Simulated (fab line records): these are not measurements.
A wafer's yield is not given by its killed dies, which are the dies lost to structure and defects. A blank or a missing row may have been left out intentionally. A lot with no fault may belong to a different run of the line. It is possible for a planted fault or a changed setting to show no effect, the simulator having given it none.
fab line records    flow sky130
[record] lots = 13  wafers = 39  lastDay = 50
route steps=708 shown METAL1@434 VIA4@656 METAL5@662 PASSIVATION@684 PAD_OPEN@708
lots untouched by any fault: they come from a run of this same line in which no faults occurred
startH: hours from the record's first day to the start of the lot's first wafer shown    waitH: how many hours have passed since the lot's step before this one    " same as the row above    L1.1+2: one row covering several wafers at once    - value missing, or start not given    * or withheld: withheld    < > ~ a bound
route shown NAME@n: names a module that has steps shown in the file, with the first one's number in the route    usual: the fault-free wafers' mean and standard deviation    same: alike in all rows    chamber/n: place in a boat    sites: each site's reading    _std_site: standard deviation of those values    _edge_site: mean of outer sites minus mean of inner sites    radiusMm: for every site, how far away it sits from the centre of the wafer    mask NAME#n: copy n    behind: the most recent tool/chamber to have shaped the wafer    hold: why the lot was held/for how many hours/how that ended    device: transistor that didn't switch, given as n, p or np    end of line: at the end of the route, the tests of the same wafers    a step with no rows: only its recipe    killed: dies lost to structure and defects at the first sort, not the wafer's yield    map: per-die view of a wafer (x killed, . not killed, _ where there is no die)
set.NAME: the setting the step ran with; set.NAME@STEP: the setting that earlier step ran with    model.NAME: the simulator's own value behind a step, which no gauge read
a sample of lots followed through the steps of the route, with each step as a table and each wafer as a row
services: the hour from which a tool's chamber was out of use, counted from the record's first day as startH (under 0 if before that day), plus the number of hours and why
[[steps]]
[step SKY_METAL1_SPUTTER_00]
[recipe] material = Ti  targetThkNm = 15  powerW = 3000  timeS = 10  chamberPressurePa = 0.4
[usual] throttleValvePct = 29.9/0.67
lot.wafer  tool           chamber  startH  waitH  throttleValvePct
L830.4     pvdSputter-04  -        736.82  0.2    29.4
L830.5     "              -        "       "      30.3
L830.6     "              -        "       "      30.0
L831.4     pvdSputter-04  -        745.89  0.2    28.8
L831.5     "              -        "       "      30.0
L831.6     "              -        "       "      30.3
L835.1     pvdSputter-01  -        783.11  0.2    30.2
L835.2     "              -        "       "      30.7
L835.3     "              -        "       "      29.3
L836.1     pvdSputter-01  -        786.29  0.2    29.6
L836.4     "              -        "       "      29.8
L836.6     "              -        "       "      31.0
L842.3     pvdSputter-04  -        839.78  0.1    29.6
L842.4     "              -        "       "      30.2
L842.6     "              -        "       "      30.2
L843.3     pvdSputter-03  -        841.96  0.2    28.5
L843.5     "              -        "       "      30.6
L843.6     "              -        "       "      28.8
L846.3     pvdSputter-04  -        866.92  0.1    29.0
L846.4     "              -        "       "      30.0
L846.5     "              -        "       "      28.9
L847.1     pvdSputter-03  -        867.28  0.2    28.6
L847.2     "              -        "       "      31.0
L847.4     "              -        "       "      30.7
L848.1     pvdSputter-03  -        884.46  0.1    30.7
L848.5     "              -        "       "      31.1
L848.6     "              -        "       "      29.9
L850.1     pvdSputter-03  -        891.09  0.1    30.0
L850.2     "              -        "       "      28.5
L850.5     "              -        "       "      30.4
L851.1     pvdSputter-01  -        909.89  0.2    29.6
L851.3     "              -        "       "      29.3
L851.6     "              -        "       "      29.6
L852.2     pvdSputter-01  -        917.66  0.2    30.8
L852.3     "              -        "       "      29.4
L852.6     "              -        "       "      30.0
L853.1     pvdSputter-04  -        925.69  0.2    29.5
L853.2     "              -        "       "      28.9
L853.4     "              -        "       "      30.3
[step SKY_VIA4_SPUTTER_17]
[recipe] material = TiN  targetThkNm = 20  chamberPressurePa = 5  powerW = 4000  timeS = 80
[usual] throttleValvePct = 29.9/0.88
lot.wafer  tool           chamber  startH   waitH  throttleValvePct
L830.4     pvdSputter-02  -        1010.22  0.0    30.1
L830.5     "              -        "        "      28.0
L830.6     "              -        "        "      30.0
L831.4     pvdSputter-04  -        1017.29  0.0    28.7
L831.5     "              -        "        "      30.1
L831.6     "              -        "        "      29.4
L835.1     pvdSputter-04  -        1047.00  0.0    30.4
L835.2     "              -        "        "      28.8
L835.3     "              -        "        "      29.7
L836.1     pvdSputter-04  -        1050.77  0.0    29.9
L836.4     "              -        "        "      29.6
L836.6     "              -        "        "      29.7
L842.3     pvdSputter-04  -        1094.44  0.0    29.0
L842.4     "              -        "        "      29.9
L842.6     "              -        "        "      30.2
L843.3     pvdSputter-02  -        1098.30  0.0    28.2
L843.5     "              -        "        "      30.3
L843.6     "              -        "        "      30.1
L846.3     pvdSputter-01  -        1113.80  0.0    29.6
L846.4     "              -        "        "      29.4
L846.5     "              -        "        "      29.4
L847.1     pvdSputter-01  -        1115.12  0.0    29.6
L847.2     "              -        "        "      29.4
L847.4     "              -        "        "      30.6
L848.1     pvdSputter-04  -        1129.69  0.0    29.6
L848.5     "              -        "        "      28.6
L848.6     "              -        "        "      30.7
L850.1     pvdSputter-01  -        1135.05  0.0    31.2
L850.2     "              -        "        "      29.8
L850.5     "              -        "        "      29.6
L851.1     pvdSputter-01  -        1148.85  0.0    29.6
L851.3     "              -        "        "      29.7
L851.6     "              -        "        "      29.1
L852.2     pvdSputter-02  -        1153.08  0.0    30.1
L852.3     "              -        "        "      31.7
L852.6     "              -        "        "      28.2
L853.1     pvdSputter-01  -        1160.20  0.0    30.0
L853.2     "              -        "        "      29.8
L853.4     "              -        "        "      29.4
[step SKY_METAL5_SPUTTER_01]
[recipe] material = TiN  targetThkNm = 20  powerW = 6500  timeS = 16.7  chamberPressurePa = 0.4
[usual] throttleValvePct = 30.0/0.86
lot.wafer  tool           chamber  startH   waitH  throttleValvePct
L830.4     pvdSputter-04  -        1010.91  0.0    30.3
L830.5     "              -        "        "      30.2
L830.6     "              -        "        "      28.6
L831.4     pvdSputter-02  -        1018.02  0.0    30.1
L831.5     "              -        "        "      28.4
L831.6     "              -        "        "      30.2
L835.1     pvdSputter-03  -        1047.71  0.0    30.3
L835.2     "              -        "        "      30.3
L835.3     "              -        "        "      31.0
L836.1     pvdSputter-04  -        1051.49  0.0    30.3
L836.4     "              -        "        "      28.9
L836.6     "              -        "        "      30.4
L842.3     pvdSputter-04  -        1095.20  0.0    30.1
L842.4     "              -        "        "      30.5
L842.6     "              -        "        "      30.2
L843.3     pvdSputter-04  -        1099.02  0.0    29.3
L843.5     "              -        "        "      30.3
L843.6     "              -        "        "      28.9
L846.3     pvdSputter-03  -        1114.70  0.0    28.6
L846.4     "              -        "        "      29.9
L846.5     "              -        "        "      31.0
L847.1     pvdSputter-04  -        1116.01  0.0    30.5
L847.2     "              -        "        "      30.4
L847.4     "              -        "        "      29.1
L848.1     pvdSputter-04  -        1130.40  0.0    30.3
L848.5     "              -        "        "      29.4
L848.6     "              -        "        "      30.1
L850.1     pvdSputter-03  -        1135.76  0.0    31.3
L850.2     "              -        "        "      28.5
L850.5     "              -        "        "      31.3
L851.1     pvdSputter-04  -        1149.82  0.0    30.3
L851.3     "              -        "        "      30.1
L851.6     "              -        "        "      30.4
L852.2     pvdSputter-02  -        1154.25  0.0    31.7
L852.3     "              -        "        "      30.0
L852.6     "              -        "        "      30.1
L853.1     pvdSputter-03  -        1160.92  0.0    30.0
L853.2     "              -        "        "      30.3
L853.4     "              -        "        "      30.9
[step SKY_PASSIVATION_THK_MEAS_03]
[recipe] reads = Si3N4_of_PASSIVATION_CVD_02
[usual] PASSIVATION_CVD_02_THK = 540/7.3
lot.wafer  tool          chamber  startH   waitH  PASSIVATION_CVD_02_THK[nm]
L830.4     filmMetro-02  -        1035.22  -      544
L830.5     "             -        "        "      541
L830.6     "             -        "        "      540
L831.4     filmMetro-02  -        1042.50  -      555
L831.5     "             -        "        "      540
L831.6     "             -        "        "      543
L835.1     filmMetro-02  -        1070.47  -      523
L835.2     "             -        "        "      533
L835.3     "             -        "        "      541
L836.1     filmMetro-02  -        1074.17  -      532
L836.4     "             -        "        "      531
L836.6     "             -        "        "      535
L842.3     filmMetro-04  -        1116.97  -      542
L842.4     "             -        "        "      544
L842.6     "             -        "        "      540
L843.3     filmMetro-02  -        1120.02  -      530
L843.5     "             -        "        "      544
L843.6     "             -        "        "      549
L846.3     filmMetro-04  -        1135.19  -      546
L846.4     "             -        "        "      551
L846.5     "             -        "        "      551
L847.1     filmMetro-04  -        1136.37  -      537
L847.2     "             -        "        "      547
L847.4     "             -        "        "      545
L848.1     filmMetro-04  -        1151.02  -      533
L848.5     "             -        "        "      546
L848.6     "             -        "        "      544
L850.1     filmMetro-03  -        1155.55  -      540
L850.2     "             -        "        "      531
L850.5     "             -        "        "      537
L851.1     filmMetro-04  -        1169.76  -      545
L851.3     "             -        "        "      528
L851.6     "             -        "        "      548
L852.2     filmMetro-04  -        1173.20  -      530
L852.3     "             -        "        "      536
L852.6     "             -        "        "      543
L853.1     filmMetro-04  -        1178.20  -      533
L853.2     "             -        "        "      548
L853.4     "             -        "        "      547
[step SKY_PAD_OPEN_PROBE_99]
[usual] defectLimitedYield = 82.8/2  killed_at_M0_to_M3 = 43/6.4  killed_at_M4_up = 3.1/2  killedAtContacts = 24/5.2  killedAtFrontEnd = 15/4.3  killedAtOther = 0.2/0.48  killedDies = 85/9.7  killedOpen = 47/6.9  killedShort = 38/6.7  sort_bin_3_pad_short = 0.9/0.48  sort_bin_5_function = 10.3/1.6  sort_bin_6_memory = 6.1/0.97  sortNPass = 407/9.7  sortYieldPct = 82.8/2
[same] grossDies = 492  killedAtBackSide = 0  sort_bin_4_leakage[%] = 0  sort_bin_8_speed[%] = 0
lot.wafer  tool       chamber  startH   waitH  defectLimitedYield[%]  killed_at_M0_to_M3  killed_at_M4_up  killedAtContacts  killedAtFrontEnd  killedAtOther  killedDies  killedOpen  killedShort  sort_bin_3_pad_short[%]  sort_bin_5_function[%]  sort_bin_6_memory[%]  sortNPass  sortYieldPct[%]
L835.1     prober-01  -        1113.49  0.1    78.0                   80                  0                21                7                 0              108         50          26           2.0                      15.2                    4.7                   384        78.0
L835.2     prober-01  -        1113.54  0.1    83.9                   38                  5                23                13                0              79          46          33           1.0                      9.1                     5.9                   413        83.9
L835.3     prober-01  -        1113.59  0.2    81.9                   46                  8                25                10                0              89          50          39           0.8                      11.2                    6.1                   403        81.9
L836.1     prober-02  -        1118.64  0.1    81.9                   41                  2                27                19                0              89          45          44           0.2                      11.2                    6.7                   403        81.9
L836.4     prober-02  -        1118.79  0.2    76.2                   74                  4                22                17                0              117         46          38           2.2                      15.0                    6.5                   375        76.2
L836.6     prober-02  -        1118.89  0.2    85.6                   35                  6                17                13                0              71          34          37           0.2                      8.9                     5.3                   421        85.6
L843.3     prober-01  -        1161.09  0.2    82.7                   31                  3                30                21                0              85          44          41           0.8                      10.8                    5.7                   407        82.7
L843.5     prober-01  -        1161.19  0.2    82.3                   42                  3                24                17                1              87          43          44           0.6                      10.2                    6.9                   405        82.3
L843.6     prober-01  -        1161.24  0.2    81.3                   52                  1                18                21                0              92          47          45           1.6                      11.4                    5.7                   400        81.3
L848.1     prober-02  -        1187.96  0.1    85.4                   38                  1                23                10                0              72          38          34           1.0                      8.3                     5.3                   420        85.4
L848.5     prober-02  -        1188.16  0.2    80.9                   53                  1                24                15                1              94          47          47           0.8                      12.8                    5.5                   398        80.9
L848.6     prober-02  -        1188.21  0.2    83.7                   36                  4                27                13                0              80          52          28           0.8                      10.6                    4.9                   412        83.7
L852.2     prober-02  -        1207.41  0.1    80.5                   45                  5                26                20                0              96          52          44           1.0                      11.8                    6.7                   396        80.5
L852.3     prober-02  -        1207.46  0.2    84.8                   36                  2                26                11                0              75          40          35           1.0                      9.1                     5.1                   417        84.8
L852.6     prober-02  -        1207.61  0.2    82.5                   36                  2                29                19                0              86          46          40           0                        10.0                    7.5                   406        82.5
// killed by level:class
L835.1 METAL1:unspecified=32 VIA1:geometricParticle:open=18 CONTACT:geometricParticle:open=9 VIA3:geometricParticle:open=7 VIA3:geometricParticle:short=6 LI_CONTACT:geometricParticle:open=5 METAL2:geometricParticle:short=5 POLY_GATE:geometricParticle:open=4
L835.2 CONTACT:geometricParticle:open=9 VIA1:geometricParticle:open=9 METAL1:geometricParticle:short=7 LI_CONTACT:geometricParticle:open=6 CONTACT:geometricParticle:short=6 VIA2:geometricParticle:open=5 POLY_GATE:geometricParticle:short=4 VIA3:geometricParticle:open=4
L835.3 VIA1:geometricParticle:open=11 CONTACT:geometricParticle:open=10 VIA2:geometricParticle:short=8 LI_CONTACT:geometricParticle:open=7 VIA3:geometricParticle:open=6 METAL4:geometricParticle:short=6 VIA2:geometricParticle:open=5 METAL1:geometricParticle:short=5
L836.1 CONTACT:geometricParticle:open=15 VIA1:geometricParticle:open=9 METAL1:geometricParticle:short=7 FIELD_ISO:geometricParticle:short=6 VIA1:geometricParticle:short=6 FIELD_ISO:geometricParticle:open=5 LOCAL_INTERCONNECT:geometricParticle:short=5 METAL2:geometricParticle:short=5
L836.4 METAL1:unspecified=33 CONTACT:geometricParticle:open=9 VIA3:geometricParticle:open=8 LI_CONTACT:geometricParticle:open=7 POLY_GATE:geometricParticle:open=6 VIA1:geometricParticle:open=6 POLY_GATE:geometricParticle:short=5 METAL2:geometricParticle:short=5
L836.6 CONTACT:geometricParticle:open=8 VIA1:geometricParticle:open=7 VIA3:geometricParticle:open=6 VIA2:geometricParticle:open=5 METAL4:geometricParticle:short=5 CONTACT:geometricParticle:short=4 VIA1:geometricParticle:short=4 FIELD_ISO:geometricParticle:short=3
L843.3 CONTACT:geometricParticle:open=10 LI_CONTACT:geometricParticle:open=7 CONTACT:geometricParticle:short=7 VIA1:geometricParticle:open=6 POLY_GATE:geometricParticle:short=6 POLY_GATE:geometricParticle:open=5 LI_CONTACT:geometricParticle:short=4 VIA2:geometricParticle:open=4
L843.5 VIA1:geometricParticle:open=9 LI_CONTACT:geometricParticle:open=8 FIELD_ISO:geometricParticle:short=7 VIA2:geometricParticle:open=7 CONTACT:geometricParticle:open=6 CONTACT:geometricParticle:short=6 VIA1:geometricParticle:short=6 POLY_GATE:geometricParticle:open=5
L843.6 VIA1:geometricParticle:open=10 VIA1:geometricParticle:short=7 METAL2:geometricParticle:short=7 VIA3:geometricParticle:open=6 POLY_GATE:geometricParticle:open=6 CONTACT:geometricParticle:open=6 FIELD_ISO:geometricParticle:open=5 CONTACT:geometricParticle:short=5
L848.1 VIA1:geometricParticle:open=10 VIA3:geometricParticle:open=8 CONTACT:geometricParticle:open=7 FIELD_ISO:geometricParticle:short=5 METAL1:geometricParticle:short=5 LI_CONTACT:geometricParticle:open=5 METAL2:geometricParticle:short=4 LOCAL_INTERCONNECT:geometricParticle:short=4
L848.5 VIA1:geometricParticle:open=13 METAL2:geometricParticle:short=13 LOCAL_INTERCONNECT:geometricParticle:short=9 VIA2:geometricParticle:open=7 FIELD_ISO:geometricParticle:short=5 CONTACT:geometricParticle:open=5 CONTACT:geometricParticle:short=4 VIA3:geometricParticle:open=4
L848.6 CONTACT:geometricParticle:open=11 VIA1:geometricParticle:open=10 LI_CONTACT:geometricParticle:open=7 VIA2:geometricParticle:open=7 VIA3:geometricParticle:short=5 POLY_GATE:geometricParticle:open=4 FIELD_ISO:geometricParticle:short=3 FIELD_ISO:geometricParticle:open=3
L852.2 VIA1:geometricParticle:open=10 LI_CONTACT:geometricParticle:open=8 CONTACT:geometricParticle:open=7 LOCAL_INTERCONNECT:geometricParticle:short=6 VIA3:geometricParticle:open=6 VIA2:geometricParticle:open=6 VIA3:geometricParticle:short=6 POLY_GATE:geometricParticle:short=5
L852.3 VIA1:geometricParticle:open=8 LI_CONTACT:geometricParticle:open=8 CONTACT:geometricParticle:open=7 CONTACT:geometricParticle:short=5 VIA1:geometricParticle:short=5 VIA3:geometricParticle:open=5 FIELD_ISO:geometricParticle:short=4 LOCAL_INTERCONNECT:geometricParticle:short=4
L852.6 CONTACT:geometricParticle:open=13 VIA2:geometricParticle:open=8 VIA1:geometricParticle:short=7 VIA1:geometricParticle:open=6 POLY_GATE:geometricParticle:short=5 LI_CONTACT:geometricParticle:open=5 CONTACT:geometricParticle:short=5 VIA3:geometricParticle:open=5
[[services]]
tool           chamber  startH   hours  kind
pvdSputter-03  -        730.85   57.0   repair
pvdSputter-04  0        754.70   -      consumableReplace:kit
pvdSputter-04  0        754.70   18.0   scheduledDown
pvdSputter-04  0        754.70   18.0   ventCycle
pvdSputter-01  -        765.12   3.5    repair
pvdSputter-01  3        832.59   -      consumableReplace:kit
pvdSputter-03  -        844.64   3.2    repair
pvdSputter-04  -        846.22   5.2    repair
pvdSputter-01  -        879.24   2.2    repair
pvdSputter-04  -        905.25   12.4   repair
pvdSputter-02  -        937.49   1.6    repair
pvdSputter-04  3        945.76   -      consumableReplace:kit
pvdSputter-04  3        945.76   18.0   scheduledDown
pvdSputter-04  3        945.76   18.0   ventCycle
pvdSputter-03  -        997.27   1.2    repair
pvdSputter-01  -        1000.03  7.2    repair
pvdSputter-02  -        1043.53  17.0   repair
pvdSputter-04  2        1063.01  -      consumableReplace:kit
pvdSputter-04  2        1063.01  18.0   scheduledDown
pvdSputter-04  2        1063.01  18.0   ventCycle
pvdSputter-04  -        1072.02  5.4    repair
pvdSputter-02  -        1080.21  1.8    repair
pvdSputter-02  -        1115.63  2.2    repair
pvdSputter-02  -        1147.49  2.5    repair
[[key]]
[firstSign] step = SKY_PAD_OPEN_PROBE_99  reading = killed_at_M0_to_M3  direction = up  sigmas = 5.4  usual = 43  struck = 77
[effect] step = SKY_PAD_OPEN_PROBE_99  reading = sort_bin_5_function  direction = up  sigmas = 3.1  usual = 10.3  struck = 15.1
metAt SKY_METAL1_SPUTTER_00
struckLots L835,L836
struckWafers L835.1,L836.4
notActingAt SKY_VIA4_SPUTTER_17,SKY_METAL5_SPUTTER_01,SKY_PASSIVATION_THK_MEAS_03
[fault] kind = chamberParticleSource  tool = pvdSputter-01  chamber = -  onsetH = 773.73  steps = SKY_METAL1_SPUTTER_00  ratePerVisitCm2 = 0.39759  endH = 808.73  scope = struckWafersOnly
